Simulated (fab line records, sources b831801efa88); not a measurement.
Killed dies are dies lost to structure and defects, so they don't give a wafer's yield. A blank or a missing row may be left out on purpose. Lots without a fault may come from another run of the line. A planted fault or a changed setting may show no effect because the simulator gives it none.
fab line records | flow sky130
record lots=11 wafers=33 last_day=49
route steps=708 shown METAL5@661 PASSIVATION@692 PAD_OPEN@708
lots that met no fault: from a run of the same line without faults
start_h: hours from the record's first day to the start of the lot's first wafer shown | wait_h: hours since the lot's step before | " the same as in the row above | L1.1+2: a row that stands for several wafers | - no value, or no start given | * or withheld: withheld | < > ~ a bound
route shown NAME@n: a module of which the file shows steps, and the number in the route of the first | usual: mean/standard deviation of fault-free wafers | same: alike in all rows | chamber/n: place in a boat | sites: the reading at each site | _std_site: their standard deviation | _edge_site: outer sites' mean less inner sites' | radius_mm: how far each site lies from the wafer's centre | mask NAME#n: copy n | behind: the tool/chamber that last shaped the wafer | hold: why the lot was held/for how many hours/how that ended | device: the transistor (n, p or np) that didn't switch | end of line: the same wafers' tests at the end of the route | a step without rows: its recipe alone | killed: dies lost to structure and defects at the first sort, not the wafer's yield | map: a wafer's dies, x killed, . not, _ none there
set.NAME: the setting as run; set.NAME@STEP: as run at that earlier step | model.NAME: the simulator's own value behind a step, which no gauge read
steps of the route over a sample of lots; a table a step, a row a wafer
services: from which hour (start_h, from the record's first day; less than 0 if before it) a tool's chamber was out of use, for how many hours, and why
## steps
# step SKY_METAL5_SPUTTER_00
# recipe material=Ti target_thk_nm=15 power_w=3000 time_s=10 chamber_pressure_pa=0.4
# usual chamber_pressure_pa=0.3999/0.00084 throttle_valve_pct=30.4/1
# columns lot.wafer tool chamber start_h wait_h chamber_pressure_pa throttle_valve_pct
L754.2 pvd_sputter-04 - 997.07 0.2 0.4003 30.7
L754.3 " - " " 0.4010 29.2
L754.5 " - " " 0.3991 29.0
L759.1 pvd_sputter-01 - 1034.87 0.2 0.3999 30.5
L759.2 " - " " 0.4003 30.1
L759.3 " - " " 0.3992 30.8
L760.3 pvd_sputter-02 - 1063.64 0.1 0.3996 30.1
L760.5 " - " " 0.3999 29.8
L760.6 " - " " 0.4008 30.3
L763.2 pvd_sputter-04 - 1068.58 0.1 0.3989 29.2
L763.3 " - " " 0.4006 30.8
L763.4 " - " " 0.3985 32.6
L764.2 pvd_sputter-02 - 1070.08 0.1 0.3991 29.5
L764.5 " - " " 0.4015 30.2
L764.6 " - " " 0.3990 30.2
L765.1 pvd_sputter-04 - 1071.96 0.2 0.3999 30.9
L765.4 " - " " 0.3998 29.3
L765.6 " - " " 0.4006 30.8
L766.2 pvd_sputter-04 - 1078.22 0.2 0.3995 30.6
L766.4 " - " " 0.3989 29.2
L766.5 " - " " 0.3994 32.3
L767.1 pvd_sputter-04 - 1085.70 0.2 0.3976 30.8
L767.2 " - " " 0.3985 29.2
L767.5 " - " " 0.3994 29.4
L770.1 pvd_sputter-02 - 1109.91 0.2 0.4004 30.2
L770.2 " - " " 0.3995 30.0
L770.3 " - " " 0.3987 29.3
L772.1 pvd_sputter-04 - 1115.01 0.2 0.4002 29.5
L772.2 " - " " 0.4000 30.7
L772.6 " - " " 0.4002 29.1
L773.1 pvd_sputter-04 - 1125.76 0.1 0.3987 30.8
L773.2 " - " " 0.3998 29.3
L773.4 " - " " 0.3999 32.5
# step SKY_METAL5_SPUTTER_01
# recipe material=TiN target_thk_nm=20 power_w=6500 time_s=16.7 chamber_pressure_pa=0.4
# usual chamber_pressure_pa=0.4000/0.00081 throttle_valve_pct=30.4/1
# columns lot.wafer tool chamber start_h wait_h chamber_pressure_pa throttle_valve_pct
L754.2 pvd_sputter-04 - 997.09 0.0 0.3990 30.8
L754.3 " - " " 0.4002 29.1
L754.5 " - " " 0.4008 29.1
L759.1 pvd_sputter-01 - 1034.89 0.0 0.3991 30.5
L759.2 " - " " 0.4021 30.0
L759.3 " - " " 0.3995 31.3
L760.3 pvd_sputter-02 - 1063.66 0.0 0.3992 30.2
L760.5 " - " " 0.3998 29.8
L760.6 " - " " 0.4017 30.3
L763.2 pvd_sputter-04 - 1068.60 0.0 0.4010 29.0
L763.3 " - " " 0.3999 30.7
L763.4 " - " " 0.4005 32.6
L764.2 pvd_sputter-02 - 1070.10 0.0 0.3986 29.3
L764.5 " - " " 0.3995 30.0
L764.6 " - " " 0.3981 30.5
L765.1 pvd_sputter-04 - 1071.98 0.0 0.4003 31.0
L765.4 " - " " 0.3995 29.3
L765.6 " - " " 0.4001 30.7
L766.2 pvd_sputter-04 - 1078.24 0.0 0.4007 30.7
L766.4 " - " " 0.4008 28.9
L766.5 " - " " 0.4006 32.5
L767.1 pvd_sputter-04 - 1085.72 0.0 0.4000 30.9
L767.2 " - " " 0.3995 29.4
L767.5 " - " " 0.4007 29.0
L770.1 pvd_sputter-02 - 1109.93 0.0 0.4006 30.2
L770.2 " - " " 0.3996 30.1
L770.3 " - " " 0.3993 29.4
L772.1 pvd_sputter-04 - 1115.03 0.0 0.3991 29.2
L772.2 " - " " 0.4001 30.9
L772.6 " - " " 0.4013 28.9
L773.1 pvd_sputter-04 - 1125.78 0.0 0.4019 30.7
L773.2 " - " " 0.4003 29.0
L773.4 " - " " 0.4012 32.5
# step SKY_METAL5_METAL_ETCH_15
# recipe target_depth_a=12600 stop_on=SiO2 over_etch_frac=0.2 time_s=252 chemistry=Cl2/BCl3 resist_sidewall_deg=86 pressure_mtorr=10 icp_w=900 bias_w=48.5 Cl2_flow_sccm=60 bcl3_flow_sccm=30
# usual drypump_motor_current_A=5.8/0.46 oes_product_au=0.893/0.0049 throttle_valve_pct=22.264/0.009
# columns lot.wafer tool chamber start_h wait_h drypump_motor_current_A oes_product_au rf_hours_counter_h throttle_valve_pct
L754.2 rie_metal-01 0 1019.91 0.0 5.7 0.888 5 22.258
L754.3 " 0 " " 5.7 0.889 - 22.255
L754.5 " 1 " " 6.1 0.899 - 22.266
L759.1 rie_metal-01 1 1056.89 0.0 6.1 0.900 16 22.269
L759.2 " 0 " " 5.6 0.891 7 22.260
L759.3 " 0 " " 5.7 0.905 - 22.265
L760.3 rie_metal-03 0 1084.72 0.1 5.0 0.894 - 22.254
L760.5 " 0 " " 5.0 0.897 - 22.261
L760.6 " 1 " " 5.5 0.898 - 22.259
L763.2 rie_metal-03 1 1089.24 0.0 5.5 0.898 14 22.269
L763.3 " 0 " " 5.1 0.894 - 22.258
L763.4 " 1 " " 5.5 0.891 - 22.271
L764.2 rie_metal-04 1 1090.69 0.0 6.3 0.887 12 22.277
L764.5 " 1 " " 6.3 0.895 - 22.268
L764.6 " 0 " " 6.1 0.895 - 22.254
L765.1 rie_metal-04 0 1093.14 0.0 6.1 0.895 19 22.266
L765.4 " 0 " " 6.1 0.896 - 22.262
L765.6 " 0 " " 6.1 0.904 - 22.286
L766.2 rie_metal-04 1 1098.44 0.0 6.2 0.884 13 22.260
L766.4 " 1 " " 6.2 0.891 - 22.274
L766.5 " 0 " " 6.1 0.892 - 22.264
L767.1 rie_metal-04 0 1105.84 0.0 6.1 0.902 20 22.270
L767.2 " 1 " " 6.3 0.894 13 22.267
L767.5 " 0 " " 6.1 0.895 - 22.241
L770.1 rie_metal-01 1 1129.80 0.1 6.1 0.897 21 22.259
L770.2 " 1 " " 6.1 0.896 - 22.248
L770.3 " 1 " " 6.1 0.883 - 22.262
L772.1 rie_metal-03 1 1135.06 0.0 5.5 0.896 17 22.274
L772.2 " 0 " " 5.0 0.900 22 22.264
L772.6 " 1 " " 5.5 0.889 - 22.274
L773.1 rie_metal-04 0 1143.84 0.0 6.1 0.892 23 22.262
L773.2 " 1 " " 6.3 0.892 17 22.284
L773.4 " 1 " " 6.3 0.890 - 22.274
# step SKY_PASSIVATION_ETCH_11
# recipe chemistry=CF4/O2 target_depth_nm=725 stop_on=AlCu source_w=800 bias_w=150 pressure_mtorr=150 cf4_flow_sccm=80 O2_flow_sccm=10 time_s=161.1
# usual drypump_motor_current_A=5.8/0.37 oes_product_au=0.978/0.0071 throttle_valve_pct=5.964/0.0098
# columns lot.wafer tool chamber start_h wait_h drypump_motor_current_A oes_product_au rf_hours_counter_h throttle_valve_pct
L754.2 rie_diel-04 0 1043.51 - 5.7 0.969 12 5.968
L754.3 " 1 " " 6.6 0.975 15 5.947
L754.5 " 1 " " 6.6 0.979 - 5.958
L759.1 rie_diel-04 3 1078.13 - 5.9 0.982 13 5.948
L759.2 " 0 " " 5.7 0.965 12 5.958
L759.3 " 1 " " 6.6 0.981 16 5.944
L760.3 rie_diel-03 1 1105.56 - 5.8 0.979 17 5.968
L760.5 " 2 " " 6.0 0.984 - 5.973
L760.6 " 3 " " 5.8 0.985 - 5.956
L763.2 rie_diel-03 0 1110.09 - 5.5 0.974 22 5.965
L763.3 " 1 " " 5.8 0.969 17 5.952
L763.4 " 2 " " 6.0 0.973 29 5.962
L764.2 rie_diel-04 1 1111.63 - 6.6 0.971 17 5.959
L764.5 " 3 " " 5.9 0.979 - 5.979
L764.6 " 2 " " 6.0 0.974 - 5.979
L765.1 rie_diel-02 2 1113.64 - 6.3 0.964 9 5.953
L765.4 " 1 " " 5.3 0.979 - 5.968
L765.6 " 2 " " 6.2 0.975 - 5.978
L766.2 rie_diel-04 3 1117.93 - 5.9 0.975 15 5.952
L766.4 " 2 " " 6.0 0.992 14 5.960
L766.5 " 2 " " 6.0 0.990 - 5.949
L767.1 rie_diel-02 0 1126.44 - 5.8 0.981 11 5.951
L767.2 " 2 " " 6.2 0.970 10 5.968
L767.5 " 1 " " 5.3 0.981 - 5.978
L770.1 rie_diel-02 3 1149.16 - 5.2 0.969 15 5.969
L770.2 " 1 " " 5.3 0.967 27 5.974
L770.3 " 2 " " 6.2 0.974 11 5.957
L772.1 rie_diel-02 2 1154.51 - 6.2 0.982 11 5.974
L772.2 " 3 " " 5.2 0.979 16 5.961
L772.6 " 0 " " 5.8 0.988 - 5.965
L773.1 rie_diel-03 3 1162.21 - 5.7 0.978 30 5.946
L773.2 " 2 " " 5.9 0.987 31 5.955
L773.4 " 2 " " 5.9 0.995 - 5.955
# step SKY_PAD_OPEN_PROBE_99
# usual defect_limited_yield=82.2/2 killed_at_M0_to_M3=43/6.4 killed_at_M4_up=3.2/1.8 killed_at_contacts=25/5.8 killed_at_front_end=16/4.1 killed_at_other=0.2/0.47 killed_dies=88/9.9 killed_open=47/7.3 killed_short=40/7.1 sort_bin_3_pad_short=0.9/0.41 sort_bin_5_function=10.6/1.6 sort_bin_6_memory=6.3/1.2 sort_n_pass=404/9.9 sort_yield_pct=82.2/2
# same gross_dies=492 killed_at_back_side=0 sort_bin_4_leakage[%]=0 sort_bin_8_speed[%]=0
# columns lot.wafer tool chamber start_h wait_h defect_limited_yield[%] killed_at_M0_to_M3 killed_at_M4_up killed_at_contacts killed_at_front_end killed_at_other killed_dies killed_open killed_short sort_bin_3_pad_short[%] sort_bin_5_function[%] sort_bin_6_memory[%] sort_n_pass sort_yield_pct[%]
L754.2 prober-01 - 1067.81 0.1 82.7 42 4 25 14 0 85 37 47 2.2 10.0 5.1 407 82.7
L754.3 prober-01 - 1067.86 0.2 84.3 38 4 22 13 0 77 50 27 0.2 10.6 4.9 415 84.3
L754.5 prober-01 - 1067.96 0.2 84.8 35 1 19 20 0 75 41 34 0.6 9.1 5.5 417 84.8
L759.1 prober-02 - 1100.67 0.1 81.7 42 6 28 13 1 90 57 33 1.2 10.4 6.7 402 81.7
L759.2 prober-02 - 1100.72 0.1 79.1 51 3 31 18 0 103 47 56 1.4 13.2 6.3 389 79.1
L759.3 prober-02 - 1100.77 0.2 76.8 59 5 36 14 0 114 68 46 0.6 14.8 7.7 378 76.8
L760.3 prober-01 - 1127.28 0.2 83.7 38 6 27 9 0 80 46 34 1.0 8.3 6.9 412 83.7
L760.5 prober-01 - 1127.38 0.2 80.9 46 5 32 11 0 94 56 38 0.6 11.0 7.5 398 80.9
L760.6 prober-01 - 1127.43 0.2 77.6 47 3 42 18 0 110 67 43 0.8 12.0 9.6 382 77.6
L763.2 prober-02 - 1132.87 0.1 82.7 43 4 21 17 0 85 51 34 0.2 10.4 6.7 407 82.7
L763.3 prober-02 - 1132.92 0.2 81.9 41 5 31 11 1 89 47 42 0.8 9.8 7.5 403 81.9
L763.4 prober-02 - 1132.97 0.2 84.6 39 3 19 15 0 76 43 33 1.0 8.5 5.9 416 84.6
L764.2 prober-01 - 1133.93 0.1 86.6 30 3 24 8 1 66 27 39 0.8 6.7 5.9 426 86.6
L764.5 prober-01 - 1134.08 0.2 83.5 38 3 28 12 0 81 47 34 0.4 11.0 5.1 411 83.5
L764.6 prober-01 - 1134.13 0.2 84.6 39 2 24 11 0 76 41 34 0.4 9.3 5.7 416 84.6
L765.1 prober-02 - 1135.63 0.1 83.3 35 4 20 23 0 82 37 44 0.4 10.6 5.7 410 83.3
L765.4 prober-02 - 1135.78 0.2 81.3 48 1 28 15 0 92 46 46 1.0 11.4 6.3 400 81.3
L765.6 prober-02 - 1135.88 0.2 85.2 32 4 17 20 0 73 32 39 0.6 8.1 6.1 419 85.2
L766.2 prober-01 - 1139.61 0.1 82.7 35 6 24 20 0 85 46 39 1.4 9.1 6.7 407 82.7
L766.4 prober-01 - 1139.71 0.2 81.1 53 1 22 17 0 93 52 41 1.4 10.8 6.7 399 81.1
L766.5 prober-01 - 1139.76 0.2 83.3 43 6 16 17 0 82 47 35 1.4 9.6 5.7 410 83.3
L767.1 prober-02 - 1147.06 0.1 79.5 43 2 38 18 0 101 59 41 1.2 11.8 7.5 391 79.5
L767.2 prober-02 - 1147.11 0.1 83.5 32 1 28 20 0 81 44 36 0.8 10.6 5.1 411 83.5
L767.5 prober-02 - 1147.26 0.2 80.5 41 3 27 25 0 96 55 41 1.2 12.4 5.9 396 80.5
L770.1 prober-01 - 1168.31 0.1 82.5 45 1 27 13 0 86 47 38 0.8 10.0 6.7 406 82.5
L770.2 prober-01 - 1168.36 0.1 83.3 46 3 14 19 0 82 37 45 0.8 9.8 6.1 410 83.3
L770.3 prober-01 - 1168.41 0.2 87.0 31 4 14 15 0 64 43 21 0.6 7.7 4.7 428 87.0
L772.1 prober-01 - 1174.58 0.1 75.6 39 42 21 18 0 120 45 41 1.6 14.6 8.1 372 75.6
L772.2 prober-01 - 1174.63 0.1 72.2 45 42 35 15 0 137 52 45 2.2 18.5 7.1 355 72.2
L772.6 prober-01 - 1174.83 0.2 77.8 40 24 31 14 0 109 53 36 1.2 14.2 6.7 383 77.8
L773.1 prober-02 - 1181.60 0.1 73.6 44 47 24 14 1 130 42 44 1.2 17.9 7.3 362 73.6
L773.2 prober-02 - 1181.65 0.1 77.0 44 38 17 14 0 113 42 35 2.2 13.8 6.9 379 77.0
L773.4 prober-02 - 1181.75 0.2 76.0 45 35 18 19 1 118 43 41 2.8 13.6 7.5 374 76.0
# killed by level:class
L754.2 VIA1:geometric_particle:open=13 CONTACT:geometric_particle:open=8 METAL2:geometric_particle:short=6 FIELD_ISO:geometric_particle:short=5 POLY_GATE:geometric_particle:short=5 LOCAL_INTERCONNECT:geometric_particle:open=5 METAL3:geometric_particle:short=5 VIA2:geometric_particle:open=5
L754.3 VIA1:geometric_particle:open=11 LI_CONTACT:geometric_particle:open=9 CONTACT:geometric_particle:open=9 VIA2:geometric_particle:open=6 FIELD_ISO:geometric_particle:open=4 VIA1:geometric_particle:short=4 METAL2:geometric_particle:short=4 POLY_GATE:geometric_particle:short=3
L754.5 VIA1:geometric_particle:open=13 CONTACT:geometric_particle:open=9 POLY_GATE:geometric_particle:open=8 METAL2:geometric_particle:short=6 FIELD_ISO:geometric_particle:open=4 POLY_GATE:geometric_particle:short=4 VIA2:geometric_particle:open=4 CONTACT:geometric_particle:short=4
L759.1 VIA1:geometric_particle:open=15 LI_CONTACT:geometric_particle:open=11 LOCAL_INTERCONNECT:geometric_particle:short=8 VIA2:geometric_particle:open=8 POLY_GATE:geometric_particle:open=6 CONTACT:geometric_particle:open=5 METAL3:geometric_particle:short=5 VIA1:geometric_particle:short=4
L759.2 LI_CONTACT:geometric_particle:open=12 VIA1:geometric_particle:open=11 FIELD_ISO:geometric_particle:short=6 VIA1:geometric_particle:short=6 LOCAL_INTERCONNECT:geometric_particle:short=6 VIA2:geometric_particle:open=6 METAL2:geometric_particle:short=6 VIA3:geometric_particle:short=6
L759.3 VIA1:geometric_particle:open=18 CONTACT:geometric_particle:open=13 VIA3:geometric_particle:open=10 VIA2:geometric_particle:open=10 LI_CONTACT:geometric_particle:open=7 LOCAL_INTERCONNECT:geometric_particle:short=6 POLY_GATE:geometric_particle:open=5 METAL1:geometric_particle:short=5
L760.3 VIA1:geometric_particle:open=10 CONTACT:geometric_particle:open=8 LI_CONTACT:geometric_particle:open=7 VIA1:geometric_particle:short=7 CONTACT:geometric_particle:short=5 VIA2:geometric_particle:open=5 VIA3:geometric_particle:open=4 FIELD_ISO:geometric_particle:short=3
L760.5 CONTACT:geometric_particle:open=16 VIA1:geometric_particle:open=12 LI_CONTACT:geometric_particle:open=7 VIA3:geometric_particle:open=6 VIA2:geometric_particle:open=6 VIA1:geometric_particle:short=5 CONTACT:geometric_particle:short=5 METAL1:geometric_particle:short=5
L760.6 CONTACT:geometric_particle:open=18 VIA1:geometric_particle:open=15 LI_CONTACT:geometric_particle:open=13 FIELD_ISO:geometric_particle:short=7 FIELD_ISO:geometric_particle:open=6 LOCAL_INTERCONNECT:geometric_particle:short=6 VIA1:geometric_particle:short=6 VIA2:geometric_particle:open=6
L763.2 VIA1:geometric_particle:open=10 VIA3:geometric_particle:open=8 CONTACT:geometric_particle:open=7 METAL1:geometric_particle:short=7 VIA2:geometric_particle:open=7 POLY_GATE:geometric_particle:open=6 LI_CONTACT:geometric_particle:open=5 LOCAL_INTERCONNECT:geometric_particle:short=5
L763.3 CONTACT:geometric_particle:open=12 VIA2:geometric_particle:open=10 CONTACT:geometric_particle:short=8 LI_CONTACT:geometric_particle:open=7 VIA1:geometric_particle:open=7 METAL2:geometric_particle:short=6 VIA3:geometric_particle:open=5 METAL1:geometric_particle:short=5
L763.4 VIA1:geometric_particle:open=11 CONTACT:geometric_particle:open=10 METAL1:geometric_particle:short=9 VIA2:geometric_particle:open=6 FIELD_ISO:geometric_particle:open=5 FIELD_ISO:geometric_particle:short=5 METAL2:geometric_particle:short=5 LI_CONTACT:geometric_particle:open=4
L764.2 CONTACT:geometric_particle:open=6 CONTACT:geometric_particle:short=5 VIA1:geometric_particle:short=5 LOCAL_INTERCONNECT:geometric_particle:short=4 VIA3:geometric_particle:short=4 METAL1:geometric_particle:short=4 VIA1:geometric_particle:open=4 METAL2:geometric_particle:short=4
L764.5 CONTACT:geometric_particle:open=14 VIA1:geometric_particle:open=8 LI_CONTACT:geometric_particle:open=5 METAL1:geometric_particle:short=5 VIA2:geometric_particle:open=5 LOCAL_INTERCONNECT:geometric_particle:short=4 VIA3:geometric_particle:open=4 POLY_GATE:geometric_particle:short=3
L764.6 CONTACT:geometric_particle:open=11 VIA1:geometric_particle:open=8 VIA2:geometric_particle:open=8 LI_CONTACT:geometric_particle:open=6 METAL1:geometric_particle:short=5 CONTACT:geometric_particle:short=4 VIA3:geometric_particle:short=4 VIA3:geometric_particle:open=4
L765.1 VIA3:geometric_particle:open=8 LI_CONTACT:geometric_particle:open=7 FIELD_ISO:geometric_particle:open=6 POLY_GATE:geometric_particle:short=6 METAL2:geometric_particle:short=6 VIA1:geometric_particle:open=5 FIELD_ISO:geometric_particle:short=4 POLY_GATE:geometric_particle:open=4
L765.4 VIA1:geometric_particle:open=9 LI_CONTACT:geometric_particle:open=9 CONTACT:geometric_particle:open=8 METAL1:geometric_particle:short=8 FIELD_ISO:geometric_particle:short=7 VIA2:geometric_particle:open=6 VIA3:geometric_particle:open=6 VIA2:geometric_particle:short=5
L765.6 FIELD_ISO:geometric_particle:short=8 CONTACT:geometric_particle:short=7 VIA1:geometric_particle:open=7 POLY_GATE:geometric_particle:open=4 LI_CONTACT:geometric_particle:open=4 VIA1:geometric_particle:short=4 VIA2:geometric_particle:open=4 VIA3:geometric_particle:open=3
L766.2 LI_CONTACT:geometric_particle:open=9 VIA1:geometric_particle:open=8 POLY_GATE:geometric_particle:open=6 FIELD_ISO:geometric_particle:short=5 CONTACT:geometric_particle:open=5 VIA3:geometric_particle:open=5 FIELD_ISO:geometric_particle:open=4 POLY_GATE:geometric_particle:short=4
L766.4 VIA3:geometric_particle:open=10 VIA1:geometric_particle:open=10 FIELD_ISO:geometric_particle:short=6 POLY_GATE:geometric_particle:open=5 LI_CONTACT:geometric_particle:open=5 VIA1:geometric_particle:short=5 CONTACT:geometric_particle:open=5 METAL1:geometric_particle:short=5
L766.5 VIA1:geometric_particle:open=14 FIELD_ISO:geometric_particle:short=6 VIA2:geometric_particle:open=6 CONTACT:geometric_particle:open=6 FIELD_ISO:geometric_particle:open=5 METAL1:geometric_particle:short=5 LI_CONTACT:geometric_particle:open=4 VIA1:geometric_particle:short=4
L767.1 CONTACT:geometric_particle:open=17 CONTACT:geometric_particle:short=8 VIA1:geometric_particle:open=8 FIELD_ISO:geometric_particle:short=7 VIA2:geometric_particle:open=7 METAL1:geometric_particle:short=6 VIA3:geometric_particle:open=6 FIELD_ISO:geometric_particle:open=5
L767.2 FIELD_ISO:geometric_particle:short=8 CONTACT:geometric_particle:open=8 VIA2:geometric_particle:open=7 FIELD_ISO:geometric_particle:open=5 LOCAL_INTERCONNECT:geometric_particle:short=5 CONTACT:geometric_particle:short=5 POLY_GATE:geometric_particle:open=4 LI_CONTACT:geometric_particle:open=4
L767.5 FIELD_ISO:geometric_particle:open=9 FIELD_ISO:geometric_particle:short=9 LI_CONTACT:geometric_particle:open=9 METAL1:geometric_particle:short=9 VIA1:geometric_particle:open=9 CONTACT:geometric_particle:open=8 VIA3:geometric_particle:open=8 CONTACT:geometric_particle:short=4
L770.1 CONTACT:geometric_particle:open=11 VIA1:geometric_particle:open=8 VIA1:geometric_particle:short=8 VIA3:geometric_particle:open=7 LI_CONTACT:geometric_particle:open=6 VIA2:geometric_particle:open=6 FIELD_ISO:geometric_particle:open=5 CONTACT:geometric_particle:short=5
L770.2 VIA1:geometric_particle:open=12 VIA3:geometric_particle:open=7 METAL2:geometric_particle:short=6 LI_CONTACT:geometric_particle:open=5 VIA1:geometric_particle:short=5 VIA2:geometric_particle:short=5 VIA3:geometric_particle:short=5 FIELD_ISO:geometric_particle:short=4
L770.3 VIA1:geometric_particle:open=9 POLY_GATE:geometric_particle:open=8 LI_CONTACT:geometric_particle:open=8 VIA2:geometric_particle:open=6 VIA1:geometric_particle:short=5 CONTACT:geometric_particle:open=4 METAL2:geometric_particle:short=4 VIA3:geometric_particle:open=4
L772.1 METAL5:unspecified=34 VIA2:geometric_particle:open=9 CONTACT:geometric_particle:open=8 METAL4:geometric_particle:short=7 FIELD_ISO:geometric_particle:short=6 VIA1:geometric_particle:short=6 VIA3:geometric_particle:open=6 LI_CONTACT:geometric_particle:open=5
L772.2 METAL5:unspecified=40 CONTACT:geometric_particle:open=13 LI_CONTACT:geometric_particle:open=9 VIA2:geometric_particle:open=8 METAL1:geometric_particle:short=6 LI_CONTACT:geometric_particle:short=6 METAL2:geometric_particle:short=6 FIELD_ISO:geometric_particle:short=5
L772.6 METAL5:unspecified=20 CONTACT:geometric_particle:open=14 VIA1:geometric_particle:open=9 VIA2:geometric_particle:open=8 LI_CONTACT:geometric_particle:open=7 VIA1:geometric_particle:short=5 FIELD_ISO:geometric_particle:short=4 POLY_GATE:geometric_particle:open=4
L773.1 METAL5:unspecified=42 VIA1:geometric_particle:open=10 LOCAL_INTERCONNECT:geometric_particle:short=7 VIA3:geometric_particle:open=7 CONTACT:geometric_particle:open=6 METAL2:geometric_particle:short=6 VIA1:geometric_particle:short=5 POLY_GATE:geometric_particle:open=5
L773.2 METAL5:unspecified=36 VIA1:geometric_particle:open=10 VIA2:geometric_particle:open=7 VIA3:geometric_particle:open=7 LOCAL_INTERCONNECT:geometric_particle:short=5 METAL2:geometric_particle:short=5 POLY_GATE:geometric_particle:short=4 SPACER:geometric_particle:short=4
L773.4 METAL5:unspecified=33 VIA1:geometric_particle:open=7 CONTACT:geometric_particle:open=7 VIA3:geometric_particle:open=7 METAL1:geometric_particle:short=6 VIA1:geometric_particle:short=6 POLY_GATE:geometric_particle:short=5 POLY_GATE:geometric_particle:open=5
## services
# columns tool chamber start_h hours kind
pvd_sputter-01 - 973.24 4.6 repair
rie_metal-01 - 994.84 14.6 pm
pvd_sputter-04 - 998.61 2.4 repair
pvd_sputter-04 3 1020.50 - consumable_replace:kit
pvd_sputter-04 3 1020.50 18.0 scheduled_down
pvd_sputter-04 3 1020.50 18.0 vent_cycle
rie_diel-03 0 1048.52 3.8 repair
rie_diel-04 0 1054.73 12.0 repair
pvd_sputter-02 - 1074.91 8.7 repair
rie_diel-02 3 1082.08 1.9 repair
rie_diel-03 0 1085.31 4.1 repair
rie_diel-04 - 1108.40 2.8 pm
rie_diel-02 3 1108.76 16.2 repair
pvd_sputter-04 2 1115.17 - consumable_replace:kit
pvd_sputter-04 2 1115.17 18.0 scheduled_down
pvd_sputter-04 2 1115.17 18.0 vent_cycle
rie_metal-01 0 1115.28 44.0 repair
rie_diel-03 0 1121.06 10.2 repair
pvd_sputter-02 2 1129.60 - consumable_replace:kit
pvd_sputter-02 2 1129.60 18.0 scheduled_down
rie_diel-04 1 1142.95 3.9 repair
rie_diel-04 2 1149.91 2.4 repair
rie_diel-03 - 1156.14 0.4 repair
rie_diel-03 1 1157.92 4.9 repair
## key
first_sign step=SKY_PAD_OPEN_PROBE_99 reading=killed_at_M4_up direction=up sigmas=19 usual=3.2 struck=38
effect step=SKY_PAD_OPEN_PROBE_99 reading=defect_limited_yield direction=down sigmas=3.4 usual=82.2 struck=75.4 wafers_moved=5
met_at SKY_METAL5_SPUTTER_01
struck_lots L772,L773
not_acting_at SKY_METAL5_SPUTTER_00,SKY_METAL5_METAL_ETCH_15,SKY_PASSIVATION_ETCH_11
onset_between 1085.72 1115.03
also_fits time
fault kind=chamber_particle_source tool=pvd_sputter-04 chamber=- onset_h=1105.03 steps=SKY_METAL5_SPUTTER_01 rate_per_visit_cm2=0.4363 end_h=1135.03
